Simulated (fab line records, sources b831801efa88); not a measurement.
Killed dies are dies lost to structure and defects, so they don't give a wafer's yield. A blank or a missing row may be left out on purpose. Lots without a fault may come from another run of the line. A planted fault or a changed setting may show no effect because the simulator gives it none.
Which tool did it? | flow gf180mcu | 6 lots, 18 wafers sampled, at 4 steps of a route of 602

WHAT THE GAUGES READ, wafer by wafer
GF_VT_IMPLANT_RS_MEAS_46: measures by four-point-probe.
lot  | measured     | on            | MVSD_RS (ohm/sq)
L606 | day 9 03:58  | film_metro-04 | 455.3 455.8 455.1
L610 | day 10 02:22 | film_metro-02 | 457.9 456.4 456.5
L612 | day 10 15:25 | film_metro-03 | 444.4 444.5 445.6
L614 | day 11 06:58 | film_metro-03 | 456.8 458.1 457.0
L620 | day 12 18:50 | film_metro-02 | 443.9 443.0 443.6
L622 | day 13 10:22 | film_metro-02 | 455.6 455.7 456.4

WHICH TOOL RAN EACH LOT (tool, then ch and the chambers of the sampled wafers, then the start)
lot  | GF_STI_CMP_25                | GF_MVSD_IMPLANT_08             | GF_VT_IMPLANT_STRIP_09
L606 | cmp-01 ch 1,2,3, day 3 05:44 | implanter-04 ch 0, day 5 15:45 | plasma_asher-03 ch 0,1, day 7 02:56
L610 | cmp-02 ch 0,3, day 4 03:00   | implanter-01 ch 0, day 6 15:06 | plasma_asher-03 ch 0,1, day 7 22:55
L612 | cmp-01 ch 1,2, day 4 12:19   | implanter-01 ch 0, day 7 03:04 | plasma_asher-02 ch 0,1, day 8 11:11
L614 | cmp-02 ch 0,1,2, day 5 01:01 | implanter-04 ch 0, day 7 16:14 | plasma_asher-02 ch 0,1, day 9 01:28
L620 | cmp-01 ch 1,2,3, day 6 05:20 | implanter-01 ch 0, day 8 22:42 | plasma_asher-02 ch 0,1, day 10 09:50
L622 | cmp-02 ch 2,3, day 6 15:36   | implanter-04 ch 0, day 9 11:17 | plasma_asher-02 ch 0,1, day 10 23:07
- GF_STI_CMP_25: polishes, stops on Si3N4, t overpolish 33 s, target thk 524.6 nm.
- GF_MVSD_IMPLANT_08
- GF_VT_IMPLANT_STRIP_09: strips in O2/N2.

THE ANSWER, worked out from the rows above alone
Rule: what is usual is taken from the lots themselves. Put in order of their means at a reading, lots are off if they are a third of the lots or fewer, leave a main group of 4 or more, and stand apart from it by a gap of 3 or more times the standard deviation of the main group's means; of several such gaps the widest counts. A main group whose means are all the same, to the digits that the tables above print for the reading, isn't used. A lot without any number at a reading at which 4 lots or more have one is off too. The other lots that the step has rows for count as sound.
Off: L612, L620, at GF_VT_IMPLANT_RS_MEAS_46 (MVSD_RS). The main group: mean 456.4 ohm/sq, standard deviation 0.77.
A tool fits if, at a process step before that reading, it ran every lot that is off, and no sound lot after the first of them. The gauges at GF_VT_IMPLANT_RS_MEAS_46 are tried like those tools. Can't be told from this: 2 tools fit, cmp-01 at GF_STI_CMP_25, implanter-01 at GF_MVSD_IMPLANT_08.

WHAT THE SIMULATOR HAD PUT IN
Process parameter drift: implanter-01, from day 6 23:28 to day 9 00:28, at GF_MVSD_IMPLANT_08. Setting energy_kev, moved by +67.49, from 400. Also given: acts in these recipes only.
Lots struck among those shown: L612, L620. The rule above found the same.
